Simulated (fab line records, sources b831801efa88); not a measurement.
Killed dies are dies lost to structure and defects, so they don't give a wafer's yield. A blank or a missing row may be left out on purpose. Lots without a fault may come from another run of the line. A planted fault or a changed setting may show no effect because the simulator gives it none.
Which tool did it? | flow sky130 | 12 lots, 36 wafers sampled, at 2 steps of a route of 708

WHAT THE GAUGES READ, wafer by wafer
SKY_GATE_OXIDE_OVL_MEAS_10. Usual: GATE_OXIDE_OVL -1.5 nm, standard deviation 1.3.
lot  | measured     | on         | GATE_OXIDE_OVL (nm) | flag
L738 | day 13 22:49 | overlay-01 | -2.8 -4.3 -2.4      |
L740 | day 14 10:33 | overlay-01 | 0.1 0.0 0.1         |
L741 | day 14 19:30 | overlay-01 | -2.4 -1.3 0.1       |
L742 | day 15 02:37 | overlay-01 | -4.1 -2.7 -2.1      |
L744 | day 15 19:52 | overlay-01 | -2.2 -0.3 -0.9      |
L749 | day 18 00:09 | overlay-02 | -0.6 -0.1 -0.8      |
L751 | day 18 15:53 | overlay-02 | 0.4 1.7 -2.0        |
L755 | day 19 23:01 | overlay-01 | -3.3 -3.0 -1.7      |
L756 | day 20 09:41 | overlay-02 | -1.6 -1.7 -1.2      |
L757 | day 20 17:11 | overlay-01 | -3.0 -1.7 -0.4      |
L760 | day 21 14:34 | overlay-02 | -0.7 0.8 1.3        |
L761 | day 21 21:35 | overlay-02 | -2.6 -1.9 -2.1      |

SKY_POLY_GATE_THK_MEAS_04. Usual: POLY_GATE_CVD_03_THK 74.3 nm, standard deviation 0.72.
lot  | measured     | on            | POLY_GATE_CVD_03_THK (nm) | flag
L738 | day 15 11:13 | film_metro-01 | 74.3 73.5 74.6            |
L740 | day 16 01:10 | film_metro-04 | 74.8 75.0 74.5            |
L741 | day 16 10:50 | film_metro-04 | 73.5 73.5 74.0            |
L742 | day 16 12:13 | film_metro-02 | 75.5 75.9 76.3            |
L744 | day 17 07:07 | film_metro-02 | 75.8 76.0 75.9            |
L749 | day 19 12:20 | film_metro-01 | 73.8 73.3 73.7            |
L751 | day 20 04:12 | film_metro-02 | 74.5 74.5 73.9            |
L755 | day 21 11:20 | film_metro-02 | 74.8 74.5 74.3            |
L756 | day 21 21:28 | film_metro-02 | 73.6 74.0 74.6            |
L757 | day 22 05:01 | film_metro-04 | 74.2 74.3 74.2            |
L760 | day 23 01:09 | film_metro-04 | 74.8 74.3 73.9            |
L761 | day 23 08:55 | film_metro-02 | 73.9 74.0 74.1            |

WHICH TOOL RAN EACH LOT (tool, then ch and the chambers of the sampled wafers, then the start)
The record holds no process step before these readings.

WHAT THE TOOLS THEMSELVES READ (means of the sampled wafers that have a number; where no wafer has one, the mark that the record gives instead)
The record holds no such reading with a usual standard deviation.

THE ANSWER, worked out from the rows above alone
Rule: a lot is off if the mean of its wafers that have a number lies more than 3 standard deviations from the usual mean. A lot without any number at a reading at which 4 lots or more have one is off too. The other lots that the step has rows for count as sound. The gauges are gone through in route order, then the tools' own readings, and for those a lot's mean is taken as printed above. The first step at which some lot is off is used, and at that step the reading that is off furthest; a lot without a number counts as furthest.
No lot is off at any reading shown: from this, nothing can be told.

WHAT THE SIMULATOR HAD PUT IN
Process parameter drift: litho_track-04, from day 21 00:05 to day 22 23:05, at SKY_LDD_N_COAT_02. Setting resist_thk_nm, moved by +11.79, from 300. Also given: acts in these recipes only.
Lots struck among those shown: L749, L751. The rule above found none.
